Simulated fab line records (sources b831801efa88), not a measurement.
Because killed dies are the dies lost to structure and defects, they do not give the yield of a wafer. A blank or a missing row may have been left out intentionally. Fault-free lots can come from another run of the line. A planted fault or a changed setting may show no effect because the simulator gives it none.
One fault seen from 2 desks | flow sky130 | only its own numbers are on each desk; what lay behind them is given at the end

== FROM THE METROLOGY DESK ==
Means of the sampled wafers that have a number, per lot and without regard to the tool the lot ran on: this is what the gauges read. A lot is out of limits, marked OUT, if its mean lies more than 4 standard deviations from the usual mean; the brackets give that distance.
Columns: A = LI_CONTACT_W_THK at SKY_LI_CONTACT_THK_MEAS_23, usual 417 nm; B = VIA1_W_RS at SKY_VIA1_RS_MEAS_22, usual 0.424 ohm/sq; C = VIA1_W_THK at SKY_VIA1_THK_MEAS_23, usual 278 nm
lot  | first seen here | A   | B                | C
L502 | day 31 00:04    | 415 | 0.428            | 279
L503 | day 31 18:47    | 417 | 0.429            | 276
L505 | day 32 05:47    | 422 | 0.420            | 283
L508 | day 33 02:31    | 403 | 0.416            | 280
L511 | day 34 10:30    | 420 | 0.332 (-13) OUT  | 355 (+18) OUT
L513 | day 34 13:16    | 417 | 0.329 (-14) OUT  | 360 (+19) OUT
L515 | day 35 05:52    | 425 | 0.386 (-5.5) OUT | 311 (+7.5) OUT
L517 | day 35 15:11    | 411 | 0.431            | 276
L520 | day 36 16:43    | 416 | 0.429            | 275
L521 | day 36 18:38    | 425 | 0.424            | 278
L522 | day 37 09:01    | 427 | 0.426            | 278
This desk reports L511, L513, L515 out of limits; the earliest was L511 at day 39 03:55 (VIA1_W_RS at SKY_VIA1_RS_MEAS_22). Within limits: L502, L503, L505, L508, L517, L520, L521, L522.

== FOR THE TOOL OWNER'S DESK: cvdW-01 ==
The tool's own readings at SKY_VIA1_CVD_21 (deposits W, target thk 270 nm, time 80.902 s): means of the sampled wafers that have a number, for each lot that ran on this tool. A lot is out of limits, marked OUT, if its mean lies more than 4 standard deviations from the usual mean; the brackets give that distance.
Columns: A = heaterPowerW at SKY_VIA1_CVD_21, usual 838 W
lot  | first seen here | A
L505 | day 37 01:01    | 852
L508 | day 37 22:07    | 852
L511 | day 39 03:49    | 981
L513 | day 39 05:39    | 976
L515 | day 39 20:12    | 858
Finding of this desk: none of the 5 lots has anything out of limits.

== PUT TOGETHER ==
L511, L513, L515 would have let the metrology desk raise an alarm at day 39 03:55.
The desk of the tool owner found nothing out of limits.
On record at the tool owner's desk: L511, L513, L515, within its limits.
Every lot named ran SKY_VIA1_CVD_21 on cvdW-01.

== WHAT THE SIMULATOR HAD PUT IN ==
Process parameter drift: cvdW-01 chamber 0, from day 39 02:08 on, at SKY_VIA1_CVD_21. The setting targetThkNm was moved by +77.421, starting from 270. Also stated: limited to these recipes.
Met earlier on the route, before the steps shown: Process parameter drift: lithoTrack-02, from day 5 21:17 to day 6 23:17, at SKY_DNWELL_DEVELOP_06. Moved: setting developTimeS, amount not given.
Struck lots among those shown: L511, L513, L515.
Per desk, hours elapsed from the start of the fault to the first reading out of limits: for the metrology desk, 2.
